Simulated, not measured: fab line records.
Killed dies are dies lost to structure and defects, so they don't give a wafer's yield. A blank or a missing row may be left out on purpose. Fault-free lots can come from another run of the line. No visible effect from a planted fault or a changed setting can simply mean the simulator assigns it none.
A lot that was struck, set against a sound lot + flow gf180mcu + 18 steps out of a route of 602
Sound: these wafers, L435.3, L435.4, L435.5. Struck: wafers L428.3, L428.4, L428.6. The cause is given at the end.
Per side, at each step with rows, come the tool, then ch with its chambers, and then its first start. Under that, the readings that differ: sound wafers + struck wafers + difference of the means + sigmas: that difference in standard deviations of wafers without a fault.
alike: same words and numbers on both sides, and readings whose means sit less than 2 such deviations apart. not compared: any withheld reading, any reading some wafer has no value for, any bound like >300 that may hide the same value, and any number with overlapping values for which the record gives no deviation.
Wherever a step has rows on one side only, a row that says differs or no value, or a row with sigmas, the two part there. Numbers that have no deviation but don't overlap get no sigmas and don't part them. Lack of a reading on every wafer of one side parts them only where that side has two or more wafers.

GF_NSD_CD_MEAS_07 targets a cd of 400 nm.
  sound: cd_sem-02 at day 18 14:32; struck: cd_sem-01 at day 16 18:50
  alike: cd_nm
GF_NSD_OVL_MEAS_08:
  sound: overlay-01 at day 18 14:38; struck: overlay-02 at day 16 18:55
  alike: NSD_OVL
then, 2 steps without rows for these wafers: GF_NSD_IMPLANT_09; GF_NSD_IMPLANT_10.
GF_NSD_STRIP_11: strips in O2/N2.
  sound on plasma_asher-01 ch 0,1, day 18 14:59; struck on plasma_asher-03 ch 0,1, day 16 19:16
  alike: drypump_motor_current_A, heater_power_w, oes_product_au, strip_time_to_endpoint_s
  not compared: rf_hours_counter_h
GF_NSD_TW_MEAS_12:
  sound: film_metro-04 at day 18 15:05; struck: film_metro-04 at day 16 19:22
  alike: NSD_TW
then, 6 steps without rows for these wafers: GF_PSD_DEHYDRATE_00 (time 60 s); GF_PSD_HMDS_01 (prime time 60 s); GF_PSD_COAT_02 (resist thk 1000 nm); GF_PSD_SOFTBAKE_03 (time 60 s); GF_PSD_EXPOSE_04 (exposes mask Pplus, target cd 400 nm); GF_PSD_PEB_05.
GF_PSD_DEVELOP_06: develop time 60 s.
  sound on litho_track-03 ch 0, day 19 14:38; struck on litho_track-04 ch 0, day 17 18:19
  alike: chill_plate_temp_C
GF_PSD_CD_MEAS_07 targets a cd of 400 nm.
  sound: cd_sem-02 at day 19 14:46; struck: cd_sem-02 at day 17 18:28
| reading    | sound             | struck | difference                    | sigmas |
|------------|-------------------|--------|-------------------------------|--------|
| cd_nm (nm) | 400.8 403.0 402.8 | - - -  | no value on the struck wafers |        |
GF_PSD_OVL_MEAS_08:
  sound: overlay-02 at day 19 14:52; struck: overlay-02 at day 17 18:33
| reading      | sound          | struck | difference                    | sigmas |
|--------------|----------------|--------|-------------------------------|--------|
| PSD_OVL (nm) | -0.7 -0.9 -2.4 | - - -  | no value on the struck wafers |        |
after that, 1 step had no rows for these wafers: GF_PSD_IMPLANT_09.
GF_PSD_STRIP_10: strips in O2/N2.
  sound on plasma_asher-01 ch 0,1, day 19 15:04; struck on plasma_asher-02 ch 0,1, day 17 18:45
| reading                     | sound       | struck      | difference | sigmas |
|-----------------------------|-------------|-------------|------------|--------|
| drypump_motor_current_A (A) | 5.9 5.7 5.9 | 6.8 6.5 6.8 | +0.9       | +2     |
  alike: heater_power_w, oes_product_au, strip_time_to_endpoint_s
  not compared: rf_hours_counter_h
GF_PSD_TW_MEAS_11:
  sound: film_metro-03 at day 19 15:09; struck: film_metro-04 at day 17 19:09
| reading | sound          | struck   | difference | sigmas      |
|---------|----------------|----------|------------|-------------|
| PSD_TW  | 3190 3180 3192 | 30 30 30 | -3157      | -99 or more |
  not compared: hold

== WHERE THEY PART ==
At GF_PSD_CD_MEAS_07 first; at GF_PSD_TW_MEAS_11 last (within this record only).

WHY: what had been put in by the simulator
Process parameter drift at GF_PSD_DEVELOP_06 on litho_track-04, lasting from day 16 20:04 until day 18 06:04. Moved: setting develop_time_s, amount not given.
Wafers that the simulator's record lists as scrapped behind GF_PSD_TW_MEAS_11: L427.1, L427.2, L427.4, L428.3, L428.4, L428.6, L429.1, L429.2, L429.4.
